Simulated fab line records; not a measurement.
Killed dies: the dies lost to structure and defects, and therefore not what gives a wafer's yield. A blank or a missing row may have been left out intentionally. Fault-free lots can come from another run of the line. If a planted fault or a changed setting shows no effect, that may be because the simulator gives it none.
One fault through the eyes of 2 desks + flow sky130 + only its own numbers are on each desk; what lay behind them is given at the end

AT THE METROLOGY DESK
What the gauges read, lot by lot, whatever tool the lot ran on: means of the sampled wafers that have a number. A lot is out of limits, marked OUT, if its mean lies more than 4 standard deviations from the usual mean; the brackets give that distance.
Columns: A = VIA2_OVL at SKY_VIA2_OVL_MEAS_13, usual -1 nm; B = CAPM_OVL at SKY_CAPM_OVL_MEAS_12, usual 0.4 nm
| lot  | first seen here | A  | B    |
|------|-----------------|----|------|
| L977 | day 38 02:09    | -4 | 1.0  |
| L978 | day 38 02:50    | -6 | 0.3  |
| L979 | day 38 07:06    | -5 | 0.3  |
| L981 | day 38 15:28    | -7 | -0.3 |
| L988 | day 40 17:23    | 0  | 1.1  |
| L989 | day 41 06:08    | 3  | 0.6  |
| L990 | day 41 06:19    | -5 | 0.7  |
| L991 | day 42 00:32    | -3 | 0.7  |
| L992 | day 42 04:43    | 3  | -0.1 |
| L994 | day 42 11:13    | 3  | 0.9  |
| L993 | day 42 12:26    | -2 | 0.9  |
| L995 | day 42 15:53    | 4  | 1.1  |
| L996 | day 42 21:21    | -7 | 1.1  |
This desk found nothing out of limits on any of the 13 lots.

TOOL OWNER'S DESK, cmp-02
The tool's own readings at SKY_VIA2_CMP_02 (polishes SiO2): means of the sampled wafers that have a number, for each lot that ran on this tool. A lot is out of limits, marked OUT, if its mean lies more than 4 standard deviations from the usual mean; the brackets give that distance.
Columns: A = motor_current_A at SKY_VIA2_CMP_02, usual 11.8 A
| lot  | first seen here | A    |
|------|-----------------|------|
| L977 | day 36 23:35    | 12.9 |
| L978 | day 37 00:17    | 11.9 |
| L981 | day 37 12:40    | 12.0 |
| L988 | day 39 17:10    | 11.1 |
| L990 | day 40 04:56    | 12.3 |
| L991 | day 41 00:53    | 11.6 |
This desk found nothing out of limits on any of the 6 lots.

BROUGHT TOGETHER
At the metrology desk, nothing out of limits was observed.
The tool owner's desk saw nothing out of limits.

WHAT HAD BEEN PUT IN BY THE SIMULATOR
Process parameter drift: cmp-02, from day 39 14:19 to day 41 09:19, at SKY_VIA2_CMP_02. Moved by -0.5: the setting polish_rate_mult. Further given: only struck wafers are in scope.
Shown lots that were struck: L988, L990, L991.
